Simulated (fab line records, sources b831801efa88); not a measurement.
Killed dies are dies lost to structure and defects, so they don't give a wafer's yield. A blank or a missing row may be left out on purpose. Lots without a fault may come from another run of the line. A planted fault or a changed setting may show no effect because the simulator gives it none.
fab line records | flow sky130
record lots=5 wafers=15 last_day=49
route steps=708 shown NWELL@67 PWDE@84 VT_ADJUST_HVTP@85 VT_ADJUST_LVTN@97
lots that met no fault: from a run of the same line without faults
start_h: hours from the record's first day to the start of the lot's first wafer shown | wait_h: hours since the lot's step before | " the same as in the row above | L1.1+2: a row that stands for several wafers | - no value, or no start given | * or withheld: withheld | < > ~ a bound
route shown NAME@n: a module of which the file shows steps, and the number in the route of the first | usual: mean/standard deviation of fault-free wafers | same: alike in all rows | chamber/n: place in a boat | sites: the reading at each site | _std_site: their standard deviation | _edge_site: outer sites' mean less inner sites' | radius_mm: how far each site lies from the wafer's centre | mask NAME#n: copy n | behind: the tool/chamber that last shaped the wafer | hold: why the lot was held/for how many hours/how that ended | device: the transistor (n, p or np) that didn't switch | end of line: the same wafers' tests at the end of the route | a step without rows: its recipe alone | killed: dies lost to structure and defects at the first sort, not the wafer's yield | map: a wafer's dies, x killed, . not, _ none there
set.NAME: the setting as run; set.NAME@STEP: as run at that earlier step | model.NAME: the simulator's own value behind a step, which no gauge read
lots at some steps of the route; a table a step, a row a wafer
services: from which hour (start_h, from the record's first day; less than 0 if before it) a tool's chamber was out of use, for how many hours, and why
## steps
# step SKY_NWELL_STRIP_14
# recipe chemistry=O2/N2 power_w=1400 pressure_mtorr=1500 platen_temp_c=withheld o2_flow_sccm=3000 n2_flow_sccm=300 overash_fraction=0.5
# usual chamber_pressure_mTorr=1500.1/1.5 drypump_motor_current_A=5.7/0.42 oes_product_au=0.722/0.0049 strip_time_to_endpoint_s=36.93/0.096
# columns lot.wafer tool chamber start_h wait_h chamber_pressure_mTorr drypump_motor_current_A oes_product_au rf_hours_counter_h strip_time_to_endpoint_s
L082.2 plasma_asher-01 1 131.90 0.1 1496.7 5.5 0.720 32 36.73
L082.4 " 0 " " 1500.7 6.3 0.722 - 36.71
L082.6 " 0 " " 1500.9 6.3 0.724 - 36.76
L083.1 plasma_asher-01 1 140.67 0.1 1499.0 5.5 0.725 32 36.93
L083.2 " 0 " " 1499.1 6.3 0.725 32 36.93
L083.3 " 1 " " 1499.1 5.5 0.719 - 36.95
L087.3 plasma_asher-01 0 163.23 0.1 1499.4 6.4 0.721 - 36.98
L087.5 " 1 " " 1497.9 5.6 0.721 - 36.96
L087.6 " 0 " " 1500.8 6.4 0.728 - 36.97
L088.1 plasma_asher-02 0 167.32 0.1 1498.2 5.6 0.721 5 36.96
L088.3 " 0 " " 1498.8 5.6 0.732 - 36.94
L088.6 " 1 " " 1502.8 5.5 0.720 - 37.03
L090.2 plasma_asher-01 1 178.99 0.1 1501.1 5.6 0.727 36 37.07
L090.3 " 1 " " 1499.7 5.5 0.725 - 36.94
L090.6 " 1 " " 1498.6 5.5 0.728 - 37.00
# step SKY_NWELL_TW_MEAS_15
# usual NWELL_TW=1821/15
# columns lot.wafer tool chamber start_h wait_h NWELL_TW
L082.2 film_metro-02 - 132.01 0.1 1812
L082.4 " - " " 1821
L082.6 " - " " 1816
L083.1 film_metro-03 - 140.77 0.1 1825
L083.2 " - " " 1816
L083.3 " - " " 1823
L087.3 film_metro-01 - 163.32 0.1 1822
L087.5 " - " " 1809
L087.6 " - " " 1817
L088.1 film_metro-03 - 167.42 0.1 1853
L088.3 " - " " 1849
L088.6 " - " " 1845
L090.2 film_metro-03 - 179.10 0.1 1836
L090.3 " - " " 1830
L090.6 " - " " 1836
# step SKY_NWELL_DEHYDRATE_16
# recipe temp_c=200 time_s=60
# usual chill_plate_temp_C=22.99/0.1 heater_power_total_W=160.37/0.12
# same time_s=60
# columns lot.wafer tool chamber start_h wait_h chill_plate_temp_C heater_power_total_W
L082.2 litho_track-02 0 141.71 9.7 22.96 160.29
L082.4 " 0 " " 22.95 160.41
L082.6 " 0 " " 22.94 160.29
L083.1 litho_track-02 0 149.88 9.1 23.11 160.33
L083.2 " 0 " " 23.00 160.38
L083.3 " 0 " " 22.99 160.28
L087.3 litho_track-04 0 172.96 9.6 23.11 160.52
L087.5 " 0 " " 23.12 160.25
L087.6 " 0 " " 23.11 160.35
L088.1 litho_track-02 0 177.08 9.7 22.98 160.59
L088.3 " 0 " " 22.81 160.27
L088.6 " 0 " " 22.85 160.55
L090.2 litho_track-02 0 189.11 10.0 23.29 160.58
L090.3 " 0 " " 22.97 160.45
L090.6 " 0 " " 23.07 160.32
# step SKY_NWELL_HMDS_17
# recipe prime_time_s=60 prime_temp_c=120
# usual chill_plate_temp_C=23.01/0.11
# columns lot.wafer tool chamber start_h wait_h chill_plate_temp_C
L082.2 litho_track-02 0 141.86 0.1 22.78
L082.4 " 0 " " 22.93
L082.6 " 0 " " 22.91
L083.1 litho_track-02 0 150.03 0.1 22.93
L083.2 " 0 " " 22.94
L083.3 " 0 " " 22.99
L087.3 litho_track-04 0 173.11 0.1 23.11
L087.5 " 0 " " 22.97
L087.6 " 0 " " 23.04
L088.1 litho_track-02 0 177.23 0.1 23.01
L088.3 " 0 " " 22.91
L088.6 " 0 " " 22.90
L090.2 litho_track-02 0 189.26 0.1 22.96
L090.3 " 0 " " 23.06
L090.6 " 0 " " 23.05
# step SKY_NWELL_COAT_18
# recipe spin_rpm=2000 resist_thk_nm=3000
# usual chill_plate_temp_C=22.97/0.11
# columns lot.wafer tool chamber start_h wait_h chill_plate_temp_C
L082.2 litho_track-02 0 142.01 0.1 23.01
L082.4 " 0 " " 23.07
L082.6 " 0 " " 22.99
L083.1 litho_track-02 0 150.18 0.1 22.87
L083.2 " 0 " " 22.91
L083.3 " 0 " " 22.88
L087.3 litho_track-04 0 173.26 0.1 22.95
L087.5 " 0 " " 22.88
L087.6 " 0 " " 23.02
L088.1 litho_track-02 0 177.38 0.1 23.02
L088.3 " 0 " " 22.94
L088.6 " 0 " " 23.10
L090.2 litho_track-02 0 189.41 0.1 22.93
L090.3 " 0 " " 22.79
L090.6 " 0 " " 22.92
# step SKY_NWELL_SOFTBAKE_19
# recipe temp_c=110 time_s=withheld
# usual chill_plate_temp_C=22.99/0.11 heater_power_total_W=65.30/0.13
# columns lot.wafer tool chamber start_h wait_h chill_plate_temp_C heater_power_total_W
L082.2 litho_track-02 0 142.16 0.1 23.00 65.22
L082.4 " 0 " " 23.05 65.21
L082.6 " 0 " " 22.94 65.44
L083.1 litho_track-02 0 150.33 0.1 22.91 65.52
L083.2 " 0 " " 23.02 65.21
L083.3 " 0 " " 22.87 65.35
L087.3 litho_track-04 0 173.43 0.1 23.06 65.34
L087.5 " 0 " " 23.06 65.49
L087.6 " 0 " " 23.03 65.22
L088.1 litho_track-02 0 177.53 0.1 23.14 65.44
L088.3 " 0 " " 23.10 65.47
L088.6 " 0 " " 23.22 65.18
L090.2 litho_track-02 0 189.56 0.1 23.10 65.11
L090.3 " 0 " " 23.08 65.38
L090.6 " 0 " " 23.05 65.48
# step SKY_NWELL_EXPOSE_20
# recipe mask_id=NWM_COMPLEMENT na=0.6 source_shape=conventional sigma_outer=0.6 polarization=unpolarized target_cd_nm=840 dose_mj=260
# same na=0.6 sigma_outer=0.6
# columns lot.wafer tool chamber start_h wait_h mask
L082.2+4+6 iline_stepper-02 0 - - NWM_COMPLEMENT#0
L083.1+2+3 iline_stepper-02 0 - - NWM_COMPLEMENT#0
L087.3+5+6 iline_stepper-01 0 - - NWM_COMPLEMENT#0
L088.1+3+6 iline_stepper-01 0 - - NWM_COMPLEMENT#0
L090.2+3+6 iline_stepper-02 0 - - NWM_COMPLEMENT#0
# step SKY_NWELL_PEB_21
# recipe temp_c=115 time_s=withheld
# usual chill_plate_temp_C=23.02/0.12 heater_power_total_W=69.35/0.14
# columns lot.wafer tool chamber start_h wait_h chill_plate_temp_C heater_power_total_W
L082.2 litho_track-03 0 - - 22.98 69.55
L082.4 " 0 " " 22.93 69.21
L082.6 " 0 " " 22.90 69.56
L083.1 litho_track-04 0 - - 23.06 69.46
L083.2 " 0 " " 22.97 69.35
L083.3 " 0 " " 22.98 69.50
L087.3 litho_track-02 0 - - 22.95 69.21
L087.5 " 0 " " 22.95 69.37
L087.6 " 0 " " 22.94 69.51
L088.1 litho_track-02 0 - - 22.99 69.17
L088.3 " 0 " " 23.01 69.26
L088.6 " 0 " " 22.79 69.11
L090.2 litho_track-04 0 - - 22.99 69.39
L090.3 " 0 " " 23.02 69.49
L090.6 " 0 " " 22.86 69.39
# step SKY_NWELL_DEVELOP_22
# recipe wall_angle_deg=90 developer=TMAH develop_time_s=60 dev_temp_c=23
# usual chill_plate_temp_C=22.98/0.1
# columns lot.wafer tool chamber start_h wait_h chill_plate_temp_C
L082.2 litho_track-03 0 - - 22.86
L082.4 " 0 " " 23.06
L082.6 " 0 " " 22.82
L083.1 litho_track-04 0 - - 22.90
L083.2 " 0 " " 23.10
L083.3 " 0 " " 22.82
L087.3 litho_track-02 0 - - 22.96
L087.5 " 0 " " 23.08
L087.6 " 0 " " 23.00
L088.1 litho_track-02 0 - - 23.06
L088.3 " 0 " " 22.87
L088.6 " 0 " " 22.90
L090.2 litho_track-04 0 - - 22.99
L090.3 " 0 " " 23.05
L090.6 " 0 " " 22.85
# step SKY_NWELL_OVL_MEAS_23
# usual NWELL_01_OVL=-0.5/1.4
# columns lot.wafer tool chamber start_h wait_h NWELL_01_OVL[nm]
L082.2 overlay-02 - 151.71 - 0.3
L082.4 " - " " -0.4
L082.6 " - " " -0.5
L083.1 overlay-01 - 160.81 - -1.5
L083.2 " - " " -0.7
L083.3 " - " " -1.0
L087.3 overlay-02 - 183.84 - 2.1
L087.5 " - " " 2.2
L087.6 " - " " 2.5
L088.1 overlay-02 - 188.38 - 1.0
L088.3 " - " " -0.3
L088.6 " - " " -0.2
L090.2 overlay-01 - 199.97 - -1.2
L090.3 " - " " -0.7
L090.6 " - " " -2.0
# step SKY_NWELL_IMPLANT_24
# recipe species=B energy_kev=140 dose_cm2=9.2e+12 tilt_deg=withheld
# usual dose_ions_cm2=9.202e+12/1.1e+10
# columns lot.wafer tool chamber start_h wait_h dose_ions_cm2
L082.2 implanter-02 0 151.76 0.0 9.184e+12
L082.4 " 0 " " 9.2e+12
L082.6 " 0 " " 9.19e+12
L083.1 implanter-01 0 160.85 0.0 9.21e+12
L083.2 " 0 " " 9.2e+12
L083.3 " 0 " " 9.194e+12
L087.3 implanter-04 0 183.92 0.1 9.184e+12
L087.5 " 0 " " 9.208e+12
L087.6 " 0 " " 9.203e+12
L088.1 implanter-01 0 188.42 0.0 9.199e+12
L088.3 " 0 " " 9.214e+12
L088.6 " 0 " " 9.214e+12
L090.2 implanter-01 0 200.02 0.0 9.208e+12
L090.3 " 0 " " 9.192e+12
L090.6 " 0 " " 9.185e+12
# step SKY_NWELL_STRIP_25
# recipe chemistry=O2/N2 power_w=1400 pressure_mtorr=1500 platen_temp_c=withheld o2_flow_sccm=3000 n2_flow_sccm=300 overash_fraction=0.5
# usual chamber_pressure_mTorr=1500.0/1.4 drypump_motor_current_A=5.7/0.39 oes_product_au=0.722/0.0045 strip_time_to_endpoint_s=36.95/0.11
# columns lot.wafer tool chamber start_h wait_h chamber_pressure_mTorr drypump_motor_current_A oes_product_au rf_hours_counter_h strip_time_to_endpoint_s
L082.2 plasma_asher-01 0 151.89 0.1 1500.8 6.3 0.716 34 36.77
L082.4 " 0 " " 1502.0 6.3 0.719 - 36.66
L082.6 " 0 " " 1501.7 6.4 0.723 - 36.82
L083.1 plasma_asher-02 1 161.00 0.1 1497.6 5.5 0.711 4 36.86
L083.2 " 0 " " 1501.0 5.6 0.722 4 36.97
L083.3 " 1 " " 1500.6 5.4 0.728 - 37.08
L087.3 plasma_asher-03 1 184.05 0.1 1499.2 6.0 0.724 - 36.88
L087.5 " 1 " " 1498.3 6.0 0.730 - 36.88
L087.6 " 0 " " 1500.6 5.1 0.720 - 36.78
L088.1 plasma_asher-03 0 188.57 0.1 1501.9 5.2 0.721 51 37.11
L088.3 " 1 " " 1500.7 6.0 0.725 - 37.19
L088.6 " 0 " " 1499.7 5.2 0.723 - 37.16
L090.2 plasma_asher-01 0 200.15 0.1 1497.7 6.4 0.728 38 36.94
L090.3 " 1 " " 1497.0 5.5 0.719 - 36.94
L090.6 " 0 " " 1500.3 6.3 0.711 - 36.89
# step SKY_NWELL_TW_MEAS_26
# usual NWELL_2_TW=497/4.2
# columns lot.wafer tool chamber start_h wait_h NWELL_2_TW
L082.2 film_metro-01 - 152.00 0.1 492
L082.4 " - " " 492
L082.6 " - " " 493
L083.1 film_metro-03 - 161.10 0.1 505
L083.2 " - " " 503
L083.3 " - " " 506
L087.3 film_metro-02 - 184.14 0.1 493
L087.5 " - " " 493
L087.6 " - " " 491
L088.1 film_metro-02 - 188.67 0.1 493
L088.3 " - " " 494
L088.6 " - " " 495
L090.2 film_metro-03 - 200.26 0.1 498
L090.3 " - " " 499
L090.6 " - " " 499
# step SKY_NWELL_CLEAN_27
# recipe chemistry=SC1/SC2 mix=1:4:20 temp_c=70 time_s=150 dry=n2_spin
# usual bath_guard_temp_C=70.1/0.63
# same time_s=150
# columns lot.wafer tool chamber start_h wait_h bath_guard_temp_C
L082.2 wet_bench-03 2 152.05 0.0 70.1
L082.4 " 2 " " 70.5
L082.6 " 2 " " 70.2
L083.1 wet_bench-01 0 161.16 0.1 70.4
L083.2 " 0 " " 70.5
L083.3 " 0 " " 70.4
L087.3 wet_bench-03 0 184.18 0.0 69.2
L087.5 " 0 " " 69.5
L087.6 " 0 " " 69.3
L088.1 wet_bench-02 3 188.73 0.1 70.7
L088.3 " 3 " " 70.4
L088.6 " 3 " " 70.5
L090.2 wet_bench-03 0 200.31 0.0 69.5
L090.3 " 0 " " 69.6
L090.6 " 0 " " 69.2
# step SKY_NWELL_RTA_28
# recipe temp_c=1050 time_s=30 idle_temp_c=650 ramp_up_c_per_s=150 ramp_down_c_per_s=90 ambient=N2
# usual lamp_power_pct=25.30/0.054 wafer_temp_C_max=1054.9/1
# same time_s=30
# columns lot.wafer tool chamber start_h wait_h lamp_power_pct wafer_temp_C_max
L082.2 rtp_anneal-01 0 152.11 0.0 25.36 1054.4
L082.4 " 0 " " 25.25 1057.0
L082.6 " 0 " " 25.28 1053.8
L083.1 rtp_anneal-02 0 161.21 0.0 25.44 1052.8
L083.2 " 0 " " 25.30 1053.6
L083.3 " 0 " " 25.39 1053.2
L087.3 rtp_anneal-02 0 184.26 0.0 25.29 1054.2
L087.5 " 0 " " 25.27 1054.8
L087.6 " 0 " " 25.33 1055.4
L088.1 rtp_anneal-01 0 188.78 0.0 25.18 1054.2
L088.3 " 0 " " 25.29 1056.9
L088.6 " 0 " " 25.32 1054.1
L090.2 rtp_anneal-01 0 200.38 0.0 25.32 1054.4
L090.3 " 0 " " 25.34 1055.2
L090.6 " 0 " " 25.26 1053.9
# step SKY_NWELL_RS_MEAS_29
# recipe thk_meas_gauge=four-point-probe
# usual NWELL_RS=625.2/1.7
# columns lot.wafer tool chamber start_h wait_h NWELL_RS[ohm/sq]
L082.2 film_metro-01 - 152.22 0.1 623.6
L082.4 " - " " 626.4
L082.6 " - " " 624.5
L083.1 film_metro-01 - 161.31 0.1 628.0
L083.2 " - " " 625.8
L083.3 " - " " 625.4
L087.3 film_metro-03 - 184.37 0.1 623.0
L087.5 " - " " 623.9
L087.6 " - " " 623.7
L088.1 film_metro-02 - 188.88 0.1 624.2
L088.3 " - " " 624.0
L088.6 " - " " 623.5
L090.2 film_metro-01 - 200.48 0.1 622.6
L090.3 " - " " 623.0
L090.6 " - " " 622.6
# step SKY_NWELL_RS_MEAS_31
# recipe thk_meas_gauge=four-point-probe
# usual PWDE_RS=5278/14
# columns lot.wafer tool chamber start_h wait_h PWDE_RS[ohm/sq]
L082.2 film_metro-01 - 152.46 0.1 5259
L082.4 " - " " 5274
L082.6 " - " " 5267
L083.1 film_metro-01 - 161.55 0.1 5289
L083.2 " - " " 5292
L083.3 " - " " 5281
L087.3 film_metro-03 - 184.61 0.1 5282
L087.5 " - " " 5274
L087.6 " - " " 5278
L088.1 film_metro-02 - 189.12 0.1 5277
L088.3 " - " " 5278
L088.6 " - " " 5276
L090.2 film_metro-01 - 200.72 0.1 5247
L090.3 " - " " 5259
L090.6 " - " " 5258
# step SKY_VT_ADJUST_HVTP_DEHYDRATE_00
# recipe temp_c=200 time_s=60
# usual chill_plate_temp_C=22.99/0.11 heater_power_total_W=160.38/0.13
# same time_s=60
# columns lot.wafer tool chamber start_h wait_h chill_plate_temp_C heater_power_total_W
L082.2 litho_track-01 0 162.58 10.1 22.87 160.39
L082.4 " 0 " " 22.97 160.27
L082.6 " 0 " " 22.96 160.41
L083.1 litho_track-03 0 171.15 9.6 23.14 160.41
L083.2 " 0 " " 23.05 160.25
L083.3 " 0 " " 23.18 160.48
L087.3 litho_track-02 0 194.08 9.4 23.03 160.48
L087.5 " 0 " " 23.15 160.50
L087.6 " 0 " " 22.96 160.19
L088.1 litho_track-01 0 198.51 9.4 22.86 160.25
L088.3 " 0 " " 22.81 160.24
L088.6 " 0 " " 22.85 160.53
L090.2 litho_track-03 0 211.28 10.5 22.94 160.56
L090.3 " 0 " " 22.96 160.29
L090.6 " 0 " " 22.86 160.35
# step SKY_VT_ADJUST_HVTP_HMDS_01
# recipe prime_time_s=60 prime_temp_c=120
# usual chill_plate_temp_C=22.99/0.097
# columns lot.wafer tool chamber start_h wait_h chill_plate_temp_C
L082.2 litho_track-01 0 162.73 0.1 22.95
L082.4 " 0 " " 22.94
L082.6 " 0 " " 23.03
L083.1 litho_track-03 0 171.30 0.1 23.08
L083.2 " 0 " " 23.14
L083.3 " 0 " " 23.10
L087.3 litho_track-02 0 194.23 0.1 22.92
L087.5 " 0 " " 22.87
L087.6 " 0 " " 22.86
L088.1 litho_track-01 0 198.66 0.1 23.05
L088.3 " 0 " " 23.11
L088.6 " 0 " " 22.89
L090.2 litho_track-03 0 211.43 0.1 22.86
L090.3 " 0 " " 22.98
L090.6 " 0 " " 22.98
# step SKY_VT_ADJUST_HVTP_COAT_02
# recipe resist=NOVOLAK spin_rpm=3000 resist_thk_nm=1140
# usual chill_plate_temp_C=23.00/0.11
# columns lot.wafer tool chamber start_h wait_h chill_plate_temp_C
L082.2 litho_track-01 0 162.88 0.1 22.81
L082.4 " 0 " " 22.97
L082.6 " 0 " " 23.09
L083.1 litho_track-03 0 171.45 0.1 22.96
L083.2 " 0 " " 23.00
L083.3 " 0 " " 22.99
L087.3 litho_track-02 0 194.38 0.1 23.11
L087.5 " 0 " " 23.17
L087.6 " 0 " " 23.12
L088.1 litho_track-01 0 198.81 0.1 22.95
L088.3 " 0 " " 22.90
L088.6 " 0 " " 22.93
L090.2 litho_track-03 0 211.58 0.1 23.01
L090.3 " 0 " " 23.07
L090.6 " 0 " " 23.11
# step SKY_VT_ADJUST_HVTP_SOFTBAKE_03
# recipe temp_c=90 time_s=60 resist=NOVOLAK
# usual chill_plate_temp_C=23.00/0.1 heater_power_total_W=56.59/0.045
# same time_s=60
# columns lot.wafer tool chamber start_h wait_h chill_plate_temp_C heater_power_total_W
L082.2 litho_track-01 0 163.03 0.1 22.95 56.48
L082.4 " 0 " " 23.07 56.63
L082.6 " 0 " " 23.13 56.62
L083.1 litho_track-03 0 171.60 0.1 23.09 56.64
L083.2 " 0 " " 23.11 56.65
L083.3 " 0 " " 22.94 56.63
L087.3 litho_track-02 0 194.53 0.1 23.07 56.53
L087.5 " 0 " " 22.95 56.67
L087.6 " 0 " " 23.17 56.53
L088.1 litho_track-01 0 198.96 0.1 23.01 56.63
L088.3 " 0 " " 22.82 56.53
L088.6 " 0 " " 22.77 56.57
L090.2 litho_track-03 0 211.73 0.1 22.84 56.60
L090.3 " 0 " " 23.12 56.59
L090.6 " 0 " " 22.99 56.57
# step SKY_VT_ADJUST_HVTP_EXPOSE_04
# recipe mask_id=HVTPM na=0.6 source_shape=conventional sigma_outer=0.6 polarization=unpolarized target_cd_nm=380 dose_mj=140
# same na=0.6 sigma_outer=0.6
# columns lot.wafer tool chamber start_h wait_h mask
L082.2+4+6 iline_stepper-02 0 - - HVTPM#0
L083.1+2+3 iline_stepper-02 0 - - HVTPM#0
L087.3+5+6 iline_stepper-01 0 - - HVTPM#0
L088.1+3+6 iline_stepper-02 0 - - HVTPM#0
L090.2+3+6 iline_stepper-01 0 - - HVTPM#0
# step SKY_VT_ADJUST_HVTP_PEB_05
# recipe temp_c=withheld time_s=* resist=NOVOLAK
# usual chill_plate_temp_C=*
# same time_s=*
# columns lot.wafer tool chamber start_h wait_h chill_plate_temp_C
L082.2 litho_track-03 0 - - *
L082.4 " 0 " " *
L082.6 " 0 " " *
L083.1 litho_track-02 0 - - *
L083.2 " 0 " " *
L083.3 " 0 " " *
L087.3 litho_track-01 0 - - *
L087.5 " 0 " " *
L087.6 " 0 " " *
L088.1 litho_track-02 0 - - *
L088.3 " 0 " " *
L088.6 " 0 " " *
L090.2 litho_track-01 0 - - *
L090.3 " 0 " " *
L090.6 " 0 " " *
# step SKY_VT_ADJUST_HVTP_DEVELOP_06
# recipe resist=NOVOLAK developer=TMAH develop_time_s=60 dev_temp_c=23
# usual chill_plate_temp_C=23.00/0.12
# columns lot.wafer tool chamber start_h wait_h chill_plate_temp_C
L082.2 litho_track-03 0 172.93 0.1 22.92
L082.4 " 0 " " 22.96
L082.6 " 0 " " 22.86
L083.1 litho_track-02 0 181.73 0.1 23.09
L083.2 " 0 " " 23.04
L083.3 " 0 " " 23.11
L087.3 litho_track-01 0 204.96 0.1 23.02
L087.5 " 0 " " 22.92
L087.6 " 0 " " 22.87
L088.1 litho_track-02 0 209.88 0.1 22.97
L088.3 " 0 " " 22.94
L088.6 " 0 " " 22.82
L090.2 litho_track-01 0 221.38 0.1 23.13
L090.3 " 0 " " 23.08
L090.6 " 0 " " 22.96
# step SKY_VT_ADJUST_HVTP_CD_MEAS_07
# recipe target_cd_nm=380
# usual cd_nm=378.9/2.2
# columns lot.wafer tool chamber start_h wait_h cd_nm
L082.2 cd_sem-02 - 173.07 0.1 375.7
L082.4 " - " " 373.9
L082.6 " - " " 375.0
L083.1 cd_sem-02 - 181.88 0.1 374.9
L083.2 " - " " 378.2
L083.3 " - " " 377.7
L087.3 cd_sem-01 - 205.10 0.1 374.8
L087.5 " - " " 374.5
L087.6 " - " " 374.5
L088.1 cd_sem-01 - 210.03 0.1 378.0
L088.3 " - " " 377.2
L088.6 " - " " 379.0
L090.2 cd_sem-02 - 221.53 0.1 380.6
L090.3 " - " " 379.3
L090.6 " - " " 378.7
# step SKY_VT_ADJUST_HVTP_OVL_MEAS_08
# usual VT_ADJUST_HVTP_OVL=0.2/1.4
# columns lot.wafer tool chamber start_h wait_h VT_ADJUST_HVTP_OVL[nm]
L082.2 overlay-02 - 173.18 0.1 2.2
L082.4 " - " " 2.3
L082.6 " - " " 2.8
L083.1 overlay-01 - 182.00 0.1 0.4
L083.2 " - " " 1.5
L083.3 " - " " -0.5
L087.3 overlay-01 - 205.19 0.1 0.5
L087.5 " - " " 0.3
L087.6 " - " " -0.1
L088.1 overlay-01 - 210.15 0.1 0.6
L088.3 " - " " 1.9
L088.6 " - " " 1.0
L090.2 overlay-02 - 221.63 0.1 1.1
L090.3 " - " " 2.0
L090.6 " - " " 2.2
# step SKY_VT_ADJUST_HVTP_IMPLANT_09
# recipe species=As energy_kev=150 dose_cm2=4.3e+12 tilt_deg=withheld
# usual dose_ions_cm2=4.3e+12/4.1e+09
# columns lot.wafer tool chamber start_h wait_h dose_ions_cm2
L082.2 implanter-01 0 173.23 0.0 4.293e+12
L082.4 " 0 " " 4.295e+12
L082.6 " 0 " " 4.301e+12
L083.1 implanter-02 0 182.04 0.0 4.3e+12
L083.2 " 0 " " 4.299e+12
L083.3 " 0 " " 4.304e+12
L087.3 implanter-03 0 205.26 0.1 4.301e+12
L087.5 " 0 " " 4.299e+12
L087.6 " 0 " " 4.297e+12
L088.1 implanter-03 0 210.19 0.0 4.304e+12
L088.3 " 0 " " 4.303e+12
L088.6 " 0 " " 4.295e+12
L090.2 implanter-01 0 221.69 0.0 4.308e+12
L090.3 " 0 " " 4.306e+12
L090.6 " 0 " " 4.294e+12
# step SKY_VT_ADJUST_HVTP_STRIP_10
# recipe chemistry=O2/N2 power_w=1400 pressure_mtorr=1500 platen_temp_c=withheld o2_flow_sccm=3000 n2_flow_sccm=300 overash_fraction=0.5
# usual chamber_pressure_mTorr=1499.9/1.2 drypump_motor_current_A=5.8/0.37 oes_product_au=0.716/0.0043 strip_time_to_endpoint_s=14.19/0.043
# columns lot.wafer tool chamber start_h wait_h chamber_pressure_mTorr drypump_motor_current_A oes_product_au rf_hours_counter_h strip_time_to_endpoint_s
L082.2 plasma_asher-03 1 173.36 0.1 1500.3 6.0 0.712 49 14.19
L082.4 " 0 " " 1501.5 5.1 0.718 - 14.15
L082.6 " 1 " " 1500.4 6.0 0.711 - 14.21
L083.1 plasma_asher-03 1 182.19 0.1 1500.7 6.0 0.719 50 14.23
L083.2 " 0 " " 1498.6 5.1 0.718 50 14.24
L083.3 " 0 " " 1499.4 5.1 0.727 - 14.21
L087.3 plasma_asher-01 1 205.40 0.1 1501.3 5.5 0.718 - 14.15
L087.5 " 0 " " 1500.4 6.4 0.712 - 14.14
L087.6 " 1 " " 1500.6 5.6 0.714 - 14.13
L088.1 plasma_asher-04 1 210.34 0.1 1501.0 5.9 0.723 51 14.16
L088.3 " 0 " " 1500.7 5.7 0.711 - 14.20
L088.6 " 0 " " 1501.4 5.6 0.710 - 14.21
L090.2 plasma_asher-01 0 221.81 0.1 1501.2 6.3 0.721 40 14.17
L090.3 " 0 " " 1499.3 6.3 0.714 - 14.18
L090.6 " 1 " " 1500.7 5.5 0.710 - 14.24
# step SKY_VT_ADJUST_HVTP_TW_MEAS_11
# usual VT_ADJUST_HVTP_TW=1351/11
# columns lot.wafer tool chamber start_h wait_h VT_ADJUST_HVTP_TW
L082.2 film_metro-01 - 173.47 0.1 1347
L082.4 " - " " 1348
L082.6 " - " " 1346
L083.1 film_metro-04 - 182.29 0.1 1349
L083.2 " - " " 1344
L083.3 " - " " 1351
L087.3 film_metro-01 - 205.48 0.1 1356
L087.5 " - " " 1357
L087.6 " - " " 1362
L088.1 film_metro-01 - 210.44 0.1 1351
L088.3 " - " " 1355
L088.6 " - " " 1348
L090.2 film_metro-03 - 221.92 0.1 1371
L090.3 " - " " 1359
L090.6 " - " " 1365
# step SKY_VT_ADJUST_LVTN_DEHYDRATE_00
# recipe temp_c=200 time_s=60
# usual chill_plate_temp_C=22.99/0.096 heater_power_total_W=160.37/0.13
# same time_s=60
# columns lot.wafer tool chamber start_h wait_h chill_plate_temp_C heater_power_total_W
L082.2 litho_track-04 0 183.74 10.3 22.98 160.38
L082.4 " 0 " " 22.95 160.32
L082.6 " 0 " " 22.95 160.25
L083.1 litho_track-03 0 191.80 9.5 22.96 160.38
L083.2 " 0 " " 23.08 160.41
L083.3 " 0 " " 23.20 160.51
L087.3 litho_track-04 0 215.51 10.0 23.05 160.15
L087.5 " 0 " " 23.17 160.42
L087.6 " 0 " " 23.00 160.33
L088.1 litho_track-04 0 219.86 9.4 23.04 160.31
L088.3 " 0 " " 23.07 160.27
L088.6 " 0 " " 22.81 160.34
L090.2 litho_track-01 0 233.03 11.1 23.00 160.35
L090.3 " 0 " " 22.86 160.25
L090.6 " 0 " " 22.83 160.32
# step SKY_VT_ADJUST_LVTN_HMDS_01
# recipe prime_time_s=60 prime_temp_c=120
# usual chill_plate_temp_C=23.02/0.091
# columns lot.wafer tool chamber start_h wait_h chill_plate_temp_C
L082.2 litho_track-04 0 183.89 0.1 23.02
L082.4 " 0 " " 23.09
L082.6 " 0 " " 22.95
L083.1 litho_track-03 0 191.95 0.1 23.18
L083.2 " 0 " " 23.02
L083.3 " 0 " " 22.93
L087.3 litho_track-04 0 215.66 0.1 22.89
L087.5 " 0 " " 23.06
L087.6 " 0 " " 22.92
L088.1 litho_track-04 0 220.01 0.1 23.13
L088.3 " 0 " " 23.08
L088.6 " 0 " " 23.09
L090.2 litho_track-01 0 233.18 0.1 22.96
L090.3 " 0 " " 22.93
L090.6 " 0 " " 22.88
# step SKY_VT_ADJUST_LVTN_COAT_02
# recipe spin_rpm=2000 resist_thk_nm=3000
# usual chill_plate_temp_C=23.00/0.11
# columns lot.wafer tool chamber start_h wait_h chill_plate_temp_C
L082.2 litho_track-04 0 184.04 0.1 22.95
L082.4 " 0 " " 23.07
L082.6 " 0 " " 22.86
L083.1 litho_track-03 0 192.10 0.1 23.01
L083.2 " 0 " " 23.02
L083.3 " 0 " " 22.92
L087.3 litho_track-04 0 215.81 0.1 23.04
L087.5 " 0 " " 23.12
L087.6 " 0 " " 23.16
L088.1 litho_track-04 0 220.16 0.1 22.96
L088.3 " 0 " " 23.07
L088.6 " 0 " " 22.90
L090.2 litho_track-01 0 233.33 0.1 23.10
L090.3 " 0 " " 23.18
L090.6 " 0 " " 23.15
## services
# columns tool chamber start_h hours kind
implanter-03 - 108.62 3.4 pm
plasma_asher-02 - 108.75 9.0 pm
plasma_asher-02 0 108.75 9.0 vent_cycle
plasma_asher-02 1 108.75 9.0 vent_cycle
plasma_asher-02 0 117.75 - clean
plasma_asher-02 1 117.75 - clean
rtp_anneal-02 - 118.14 4.6 pm
iline_stepper-02 - 121.82 4.4 pm
implanter-04 - 121.99 4.2 pm
plasma_asher-03 - 124.32 2.8 pm
implanter-03 - 159.20 4.5 repair
implanter-02 - 166.47 3.6 pm
wet_bench-02 - 169.59 4.9 repair
iline_stepper-02 - 171.95 11.7 repair
implanter-02 - 187.44 1.8 repair
implanter-04 - 194.54 6.0 pm
implanter-03 - 198.47 3.7 repair
iline_stepper-02 - 200.76 0.5 repair
implanter-04 - 224.18 2.9 repair
## key
fault none
